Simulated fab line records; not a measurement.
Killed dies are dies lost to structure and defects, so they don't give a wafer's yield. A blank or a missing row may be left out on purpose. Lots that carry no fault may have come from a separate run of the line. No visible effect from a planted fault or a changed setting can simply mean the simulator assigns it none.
Which tool did it? / flow sky130 / 14 lots, 42 wafers sampled, at 3 steps of a route of 708

## WHAT THE GAUGES READ, wafer by wafer
SKY_VIA2_CD_MEAS_12 targets a cd of 200 nm.
lot=L463; measured=day 36 09:40; on=cdSem-02; cdNm (nm)=199.1 197.8 199.8
lot=L464; measured=day 36 16:35; on=cdSem-02; cdNm (nm)=199.4 199.3 199.4
lot=L466; measured=day 37 11:03; on=cdSem-02; cdNm (nm)=200.2 201.3 200.9
lot=L465; measured=day 37 11:32; on=cdSem-01; cdNm (nm)=- - -
lot=L467; measured=day 37 21:58; on=cdSem-01; cdNm (nm)=- - -
lot=L476; measured=day 40 14:17; on=cdSem-01; cdNm (nm)=197.4 196.6 197.9
lot=L478; measured=day 40 21:11; on=cdSem-02; cdNm (nm)=199.9 199.2 199.2
lot=L479; measured=day 41 12:46; on=cdSem-01; cdNm (nm)=200.4 201.2 201.3
lot=L480; measured=day 41 13:31; on=cdSem-02; cdNm (nm)=201.6 200.9 201.3
lot=L481; measured=day 42 05:56; on=cdSem-01; cdNm (nm)=199.2 199.2 199.4
lot=L482; measured=day 42 09:31; on=cdSem-02; cdNm (nm)=200.2 200.3 198.8
lot=L483; measured=day 42 12:35; on=cdSem-01; cdNm (nm)=202.0 202.0 201.5
lot=L484; measured=day 43 06:05; on=cdSem-02; cdNm (nm)=202.0 200.4 201.7
lot=L485; measured=day 43 12:24; on=cdSem-01; cdNm (nm)=201.8 202.4 201.6

## TOOL THAT RAN EACH LOT (tool first, then ch and the chambers of the sampled wafers, then the start)
lot=L463; SKY_VIA1_CMP_24=cmp-01 ch 0,1,3, day 34 02:01; SKY_VIA2_DEVELOP_11=lithoTrack-02 ch 0, day 36 09:00
lot=L464; SKY_VIA1_CMP_24=cmp-02 ch 0,3, day 34 10:07; SKY_VIA2_DEVELOP_11=lithoTrack-01 ch 0, day 36 16:00
lot=L466; SKY_VIA1_CMP_24=cmp-01 ch 0,2,3, day 35 04:16; SKY_VIA2_DEVELOP_11=lithoTrack-02 ch 0, day 37 10:00
lot=L465; SKY_VIA1_CMP_24=cmp-02 ch 1,3, day 35 04:43; SKY_VIA2_DEVELOP_11=lithoTrack-03, day 37 11:00
lot=L467; SKY_VIA1_CMP_24=cmp-01 ch 1,3, day 35 15:32; SKY_VIA2_DEVELOP_11=lithoTrack-03, day 37 21:00
lot=L476; SKY_VIA1_CMP_24=cmp-01 ch 0,1,3, day 38 09:26; SKY_VIA2_DEVELOP_11=lithoTrack-02 ch 0, day 40 14:00
lot=L478; SKY_VIA1_CMP_24=cmp-02 ch 0,1,3, day 38 17:28; SKY_VIA2_DEVELOP_11=lithoTrack-03 ch 0, day 40 21:00
lot=L479; SKY_VIA1_CMP_24=cmp-02 ch 0,1, day 39 08:21; SKY_VIA2_DEVELOP_11=lithoTrack-03 ch 0, day 41 12:00
lot=L480; SKY_VIA1_CMP_24=cmp-02 ch 0,1,3, day 39 08:57; SKY_VIA2_DEVELOP_11=lithoTrack-02 ch 0, day 41 13:00
lot=L481; SKY_VIA1_CMP_24=cmp-01 ch 1,2, day 40 02:44; SKY_VIA2_DEVELOP_11=lithoTrack-03 ch 0, day 42 05:00
lot=L482; SKY_VIA1_CMP_24=cmp-02 ch 0,1,3, day 40 05:59; SKY_VIA2_DEVELOP_11=lithoTrack-02 ch 0, day 42 09:00
lot=L483; SKY_VIA1_CMP_24=cmp-01 ch 0,1,3, day 40 08:53; SKY_VIA2_DEVELOP_11=lithoTrack-03 ch 0, day 42 12:00
lot=L484; SKY_VIA1_CMP_24=cmp-01 ch 0,1,2, day 41 03:11; SKY_VIA2_DEVELOP_11=lithoTrack-01 ch 0, day 43 05:00
lot=L485; SKY_VIA1_CMP_24=cmp-01 ch 0,2,3, day 41 09:53; SKY_VIA2_DEVELOP_11=lithoTrack-03 ch 0, day 43 12:00
- SKY_VIA1_CMP_24: polishes, stops on SiO2, t overpolish 15 s, target thk 0 nm.
- SKY_VIA2_DEVELOP_11: develop time 60 s.

## WHAT THE TOOLS THEMSELVES READ (means of the sampled wafers that have a number; where no wafer has one, the mark that the record gives instead)
SKY_VIA1_CMP_24.
lot=L463; tool=cmp-01; motorCurrentA (A)=11.2; overpolishRunS (s)=14.997; slurryFlowMlMin=150.4; timeToEndpointS (s)=72
lot=L464; tool=cmp-02; motorCurrentA (A)=10.6; overpolishRunS (s)=15.008; slurryFlowMlMin=150.0; timeToEndpointS (s)=66
lot=L466; tool=cmp-01; motorCurrentA (A)=10.3; overpolishRunS (s)=14.995; slurryFlowMlMin=149.8; timeToEndpointS (s)=65
lot=L465; tool=cmp-02; motorCurrentA (A)=11.3; overpolishRunS (s)=15.004; slurryFlowMlMin=149.8; timeToEndpointS (s)=64
lot=L467; tool=cmp-01; motorCurrentA (A)=11.6; overpolishRunS (s)=15.003; slurryFlowMlMin=150.5; timeToEndpointS (s)=69
lot=L476; tool=cmp-01; motorCurrentA (A)=11.2; overpolishRunS (s)=14.998; slurryFlowMlMin=149.7; timeToEndpointS (s)=65
lot=L478; tool=cmp-02; motorCurrentA (A)=11.1; overpolishRunS (s)=14.995; slurryFlowMlMin=149.9; timeToEndpointS (s)=58
lot=L479; tool=cmp-02; motorCurrentA (A)=10.2; overpolishRunS (s)=15.002; slurryFlowMlMin=150.1; timeToEndpointS (s)=60
lot=L480; tool=cmp-02; motorCurrentA (A)=10.6; overpolishRunS (s)=15.010; slurryFlowMlMin=150.1; timeToEndpointS (s)=64
lot=L481; tool=cmp-01; motorCurrentA (A)=9.9; overpolishRunS (s)=14.997; slurryFlowMlMin=149.7; timeToEndpointS (s)=68
lot=L482; tool=cmp-02; motorCurrentA (A)=11.0; overpolishRunS (s)=15.005; slurryFlowMlMin=150.0; timeToEndpointS (s)=65
lot=L483; tool=cmp-01; motorCurrentA (A)=11.1; overpolishRunS (s)=15.006; slurryFlowMlMin=149.8; timeToEndpointS (s)=66
lot=L484; tool=cmp-01; motorCurrentA (A)=10.4; overpolishRunS (s)=14.998; slurryFlowMlMin=149.7; timeToEndpointS (s)=68
lot=L485; tool=cmp-01; motorCurrentA (A)=10.3; overpolishRunS (s)=14.997; slurryFlowMlMin=149.9; timeToEndpointS (s)=68

SKY_VIA2_DEVELOP_11.
lot=L463; tool=lithoTrack-02; chillPlateTempC (C)=23.12; developerTempC (C)=21.15; resistLineTempC (C)=23.14
lot=L464; tool=lithoTrack-01; chillPlateTempC (C)=23.03; developerTempC (C)=20.99; resistLineTempC (C)=23.10
lot=L466; tool=lithoTrack-02; chillPlateTempC (C)=22.92; developerTempC (C)=21.08; resistLineTempC (C)=23.14
lot=L465; tool=lithoTrack-03; chillPlateTempC (C)=-; developerTempC (C)=-; resistLineTempC (C)=-
lot=L467; tool=lithoTrack-03; chillPlateTempC (C)=-; developerTempC (C)=-; resistLineTempC (C)=-
lot=L476; tool=lithoTrack-02; chillPlateTempC (C)=23.07; developerTempC (C)=21.03; resistLineTempC (C)=22.94
lot=L478; tool=lithoTrack-03; chillPlateTempC (C)=22.97; developerTempC (C)=20.96; resistLineTempC (C)=22.96
lot=L479; tool=lithoTrack-03; chillPlateTempC (C)=23.06; developerTempC (C)=21.12; resistLineTempC (C)=22.99
lot=L480; tool=lithoTrack-02; chillPlateTempC (C)=22.91; developerTempC (C)=20.99; resistLineTempC (C)=23.00
lot=L481; tool=lithoTrack-03; chillPlateTempC (C)=22.92; developerTempC (C)=21.09; resistLineTempC (C)=22.97
lot=L482; tool=lithoTrack-02; chillPlateTempC (C)=23.10; developerTempC (C)=21.02; resistLineTempC (C)=23.03
lot=L483; tool=lithoTrack-03; chillPlateTempC (C)=22.94; developerTempC (C)=20.93; resistLineTempC (C)=23.09
lot=L484; tool=lithoTrack-01; chillPlateTempC (C)=22.91; developerTempC (C)=20.92; resistLineTempC (C)=22.97
lot=L485; tool=lithoTrack-03; chillPlateTempC (C)=23.10; developerTempC (C)=21.03; resistLineTempC (C)=23.14

## THE ANSWER, worked out from the rows above alone
Rule: what is usual is taken from the lots themselves. Put in order of their means at a reading, lots are off if they are a third of the lots or fewer, leave a main group of 4 or more, and stand apart from it by a gap of 3 or more times the standard deviation of the main group's means; of several such gaps the widest counts. The tables above print the reading to a certain number of digits; a main group whose means all agree to those digits is not used. A lot without any number at a reading at which 4 lots or more have one is off too. The other lots that the step has rows for count as sound. First the gauges in route order, then the tools' own readings, where a lot's mean is used as printed above. At the first step where some lot is off, the reading lying furthest off is the one used; lots without a number count as furthest.
Off: L465, L467 (SKY_VIA2_CD_MEAS_12, cdNm). Without a number there: L465, L467. The main group has a mean of 200.2 nm with a standard deviation of 1.3.
A tool fits if, at a process step before that reading, it ran every lot that is off, and no sound lot after the first of them. Not tried: the gauges at SKY_VIA2_CD_MEAS_12; whatever is off there is also off at SKY_VIA2_DEVELOP_11, on other tools, and gauge error can't account for it. Of those tried, none fits.

## WHAT THE SIMULATOR HAD PUT IN
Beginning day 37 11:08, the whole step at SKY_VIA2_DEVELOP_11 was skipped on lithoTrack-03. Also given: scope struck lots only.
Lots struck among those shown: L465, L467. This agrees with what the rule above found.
